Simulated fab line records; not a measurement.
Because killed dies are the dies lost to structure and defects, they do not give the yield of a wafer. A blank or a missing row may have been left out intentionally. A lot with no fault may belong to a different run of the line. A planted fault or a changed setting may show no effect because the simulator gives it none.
Check for tools in common || flow sky130 || 15 lots and 45 wafers in the sample

== THE REASON FOR OPENING IT ==
Of 15 lots, 3 have the reading PWDE_TW flagged at SKY_PWDE_TW_MEAS_10. No-fault wafers: 371, standard deviation 4.3.
Rule: a lot is flagged in two cases, either no wafer of it has a number, or all its wafers with numbers fall more than 4 standard deviations from that mean. As for the other lots, they are considered sound.

{"lot": "L219", "measured": "day 3 20:34", "on": "filmMetro-01", "PWDE_TW, wafer by wafer": "368 367 367", "flag": ""}
{"lot": "L220", "measured": "day 4 04:25", "on": "filmMetro-04", "PWDE_TW, wafer by wafer": "374 376 374", "flag": ""}
{"lot": "L221", "measured": "day 4 06:14", "on": "filmMetro-03", "PWDE_TW, wafer by wafer": "372 370 373", "flag": ""}
{"lot": "L222", "measured": "day 4 14:20", "on": "filmMetro-04", "PWDE_TW, wafer by wafer": "373 375 376", "flag": ""}
{"lot": "L223", "measured": "day 4 20:57", "on": "filmMetro-01", "PWDE_TW, wafer by wafer": "366 363 365", "flag": ""}
{"lot": "L224", "measured": "day 5 01:32", "on": "filmMetro-04", "PWDE_TW, wafer by wafer": "375 376 376", "flag": ""}
{"lot": "L225", "measured": "day 5 03:50", "on": "filmMetro-01", "PWDE_TW, wafer by wafer": "366 364 364", "flag": ""}
{"lot": "L227", "measured": "day 5 15:42", "on": "filmMetro-03", "PWDE_TW, wafer by wafer": "30 30 30", "flag": "FLAGGED"}
{"lot": "L228", "measured": "day 5 20:38", "on": "filmMetro-01", "PWDE_TW, wafer by wafer": "29 29 29", "flag": "FLAGGED"}
{"lot": "L229", "measured": "day 6 03:16", "on": "filmMetro-01", "PWDE_TW, wafer by wafer": "30 29 30", "flag": "FLAGGED"}
{"lot": "L237", "measured": "day 8 00:47", "on": "filmMetro-01", "PWDE_TW, wafer by wafer": "368 365 367", "flag": ""}
{"lot": "L238", "measured": "day 8 09:58", "on": "filmMetro-03", "PWDE_TW, wafer by wafer": "372 374 373", "flag": ""}
{"lot": "L239", "measured": "day 8 15:13", "on": "filmMetro-03", "PWDE_TW, wafer by wafer": "373 373 372", "flag": ""}
{"lot": "L240", "measured": "day 8 19:37", "on": "filmMetro-03", "PWDE_TW, wafer by wafer": "373 371 371", "flag": ""}
{"lot": "L241", "measured": "day 9 01:23", "on": "filmMetro-03", "PWDE_TW, wafer by wafer": "373 370 373", "flag": ""}
The numbers of the flagged lots are 30 on average: -341 against the usual, or -79 standard deviations.

== TOOL THAT RAN EACH LOT ==
3 process steps preceding the reading are held in the record, out of 708 steps in the route. Every cell lists first the tool, next ch and the chambers used by the sampled wafers, and last the start.
{"lot": "L219", "flag": "", "SKY_FIELD_ISO_ETCH_14": "rieDiel-01 ch 0,1,2, day 2 05:30", "SKY_DNWELL_STRIP_08": "plasmaAsher-02 ch 0,1, day 3 03:26", "SKY_PWDE_STRIP_09": "plasmaAsher-03 ch 0,1, day 3 20:28"}
{"lot": "L220", "flag": "", "SKY_FIELD_ISO_ETCH_14": "rieDiel-04 ch 0,1,2, day 2 10:54", "SKY_DNWELL_STRIP_08": "plasmaAsher-02 ch 0,1, day 3 11:02", "SKY_PWDE_STRIP_09": "plasmaAsher-03 ch 0,1, day 4 04:19"}
{"lot": "L221", "flag": "", "SKY_FIELD_ISO_ETCH_14": "rieDiel-02 ch 0,2,3, day 2 14:51", "SKY_DNWELL_STRIP_08": "plasmaAsher-02 ch 0,1, day 3 13:35", "SKY_PWDE_STRIP_09": "plasmaAsher-02 ch 0,1, day 4 06:08"}
{"lot": "L222", "flag": "", "SKY_FIELD_ISO_ETCH_14": "rieDiel-04 ch 1,2,3, day 2 20:51", "SKY_DNWELL_STRIP_08": "plasmaAsher-04 ch 0,1, day 3 20:47", "SKY_PWDE_STRIP_09": "plasmaAsher-04 ch 0,1, day 4 14:14"}
{"lot": "L223", "flag": "", "SKY_FIELD_ISO_ETCH_14": "rieDiel-04 ch 2,3, day 3 02:09", "SKY_DNWELL_STRIP_08": "plasmaAsher-02 ch 0,1, day 4 02:54", "SKY_PWDE_STRIP_09": "plasmaAsher-02 ch 0,1, day 4 20:50"}
{"lot": "L224", "flag": "", "SKY_FIELD_ISO_ETCH_14": "rieDiel-02 ch 1,2, day 3 06:51", "SKY_DNWELL_STRIP_08": "plasmaAsher-01 ch 0,1, day 4 07:35", "SKY_PWDE_STRIP_09": "plasmaAsher-03 ch 0,1, day 5 01:26"}
{"lot": "L225", "flag": "", "SKY_FIELD_ISO_ETCH_14": "rieDiel-02 ch 0,2,3, day 3 11:39", "SKY_DNWELL_STRIP_08": "plasmaAsher-02 ch 1, day 4 10:14", "SKY_PWDE_STRIP_09": "plasmaAsher-02 ch 0,1, day 5 03:44"}
{"lot": "L227", "flag": "FLAGGED", "SKY_FIELD_ISO_ETCH_14": "rieDiel-04 ch 1,2,3, day 3 22:46", "SKY_DNWELL_STRIP_08": "plasmaAsher-02 ch 0,1, day 4 22:07", "SKY_PWDE_STRIP_09": "plasmaAsher-04 ch 0,1, day 5 15:37"}
{"lot": "L228", "flag": "FLAGGED", "SKY_FIELD_ISO_ETCH_14": "rieDiel-04 ch 0,1,3, day 4 03:45", "SKY_DNWELL_STRIP_08": "plasmaAsher-04 ch 0,1, day 5 02:47", "SKY_PWDE_STRIP_09": "plasmaAsher-03 ch 0,1, day 5 20:33"}
{"lot": "L229", "flag": "FLAGGED", "SKY_FIELD_ISO_ETCH_14": "rieDiel-01 ch 0,3, day 4 08:33", "SKY_DNWELL_STRIP_08": "plasmaAsher-02 ch 0,1, day 5 08:47", "SKY_PWDE_STRIP_09": "plasmaAsher-03 ch 0,1, day 6 03:10"}
{"lot": "L237", "flag": "", "SKY_FIELD_ISO_ETCH_14": "rieDiel-01 ch 0,1,2, day 6 02:24", "SKY_DNWELL_STRIP_08": "plasmaAsher-04 ch 0,1, day 7 03:34", "SKY_PWDE_STRIP_09": "plasmaAsher-02 ch 0,1, day 8 00:42"}
{"lot": "L238", "flag": "", "SKY_FIELD_ISO_ETCH_14": "rieDiel-02 ch 0,1,2, day 6 08:24", "SKY_DNWELL_STRIP_08": "plasmaAsher-02 ch 0,1, day 7 13:23", "SKY_PWDE_STRIP_09": "plasmaAsher-03 ch 0,1, day 8 09:52"}
{"lot": "L239", "flag": "", "SKY_FIELD_ISO_ETCH_14": "rieDiel-02 ch 1,3, day 6 12:39", "SKY_DNWELL_STRIP_08": "plasmaAsher-02 ch 0,1, day 7 18:38", "SKY_PWDE_STRIP_09": "plasmaAsher-03 ch 0,1, day 8 15:07"}
{"lot": "L240", "flag": "", "SKY_FIELD_ISO_ETCH_14": "rieDiel-02 ch 0,2,3, day 6 20:40", "SKY_DNWELL_STRIP_08": "plasmaAsher-04 ch 0,1, day 7 23:14", "SKY_PWDE_STRIP_09": "plasmaAsher-04 ch 0,1, day 8 19:31"}
{"lot": "L241", "flag": "", "SKY_FIELD_ISO_ETCH_14": "rieDiel-04 ch 0,2, day 7 02:33", "SKY_DNWELL_STRIP_08": "plasmaAsher-01 ch 0,1, day 8 05:08", "SKY_PWDE_STRIP_09": "plasmaAsher-04 ch 0,1, day 9 01:17"}
What the steps here do:
- SKY_FIELD_ISO_ETCH_14: etches BARC in N2/H2, stops on SiO2, time 45.9 s, target depth 60 nm.
- SKY_DNWELL_STRIP_08: strips in O2/N2.
- SKY_PWDE_STRIP_09: strips in O2/N2.
- SKY_PWDE_TW_MEAS_10

== FLAGGED OVER TOTAL, TOOL BY TOOL (the gauges that took the reading come last) ==
{"step": "SKY_FIELD_ISO_ETCH_14", "tool": "rieDiel-01", "lots run": 3, "flagged": 1, "share of the flagged lots": "some", "sound lots run after its first flagged lot": "1 (L237)"}
{"step": "SKY_FIELD_ISO_ETCH_14", "tool": "rieDiel-02", "lots run": 6, "flagged": 0, "share of the flagged lots": "none", "sound lots run after its first flagged lot": "-"}
{"step": "SKY_FIELD_ISO_ETCH_14", "tool": "rieDiel-04", "lots run": 6, "flagged": 2, "share of the flagged lots": "some", "sound lots run after its first flagged lot": "1 (L241)"}
{"step": "SKY_DNWELL_STRIP_08", "tool": "plasmaAsher-01", "lots run": 2, "flagged": 0, "share of the flagged lots": "none", "sound lots run after its first flagged lot": "-"}
{"step": "SKY_DNWELL_STRIP_08", "tool": "plasmaAsher-02", "lots run": 9, "flagged": 2, "share of the flagged lots": "some", "sound lots run after its first flagged lot": "2 (L238,L239)"}
{"step": "SKY_DNWELL_STRIP_08", "tool": "plasmaAsher-04", "lots run": 4, "flagged": 1, "share of the flagged lots": "some", "sound lots run after its first flagged lot": "2 (L237,L240)"}
{"step": "SKY_PWDE_STRIP_09", "tool": "plasmaAsher-02", "lots run": 4, "flagged": 0, "share of the flagged lots": "none", "sound lots run after its first flagged lot": "-"}
{"step": "SKY_PWDE_STRIP_09", "tool": "plasmaAsher-03", "lots run": 7, "flagged": 2, "share of the flagged lots": "some", "sound lots run after its first flagged lot": "2 (L238,L239)"}
{"step": "SKY_PWDE_STRIP_09", "tool": "plasmaAsher-04", "lots run": 4, "flagged": 1, "share of the flagged lots": "some", "sound lots run after its first flagged lot": "2 (L240,L241)"}
{"step": "SKY_PWDE_TW_MEAS_10", "tool": "filmMetro-01", "lots run": 6, "flagged": 2, "share of the flagged lots": "some", "sound lots run after its first flagged lot": "1 (L237)"}
{"step": "SKY_PWDE_TW_MEAS_10", "tool": "filmMetro-03", "lots run": 6, "flagged": 1, "share of the flagged lots": "some", "sound lots run after its first flagged lot": "4 (L238,L239,L240,L241)"}
{"step": "SKY_PWDE_TW_MEAS_10", "tool": "filmMetro-04", "lots run": 3, "flagged": 0, "share of the flagged lots": "none", "sound lots run after its first flagged lot": "-"}

== WHAT IS ALLOWED BY THE TABLE ==
No row of the table ran every flagged lot.

== WHAT WAS PUT IN BY THE SIMULATOR ==
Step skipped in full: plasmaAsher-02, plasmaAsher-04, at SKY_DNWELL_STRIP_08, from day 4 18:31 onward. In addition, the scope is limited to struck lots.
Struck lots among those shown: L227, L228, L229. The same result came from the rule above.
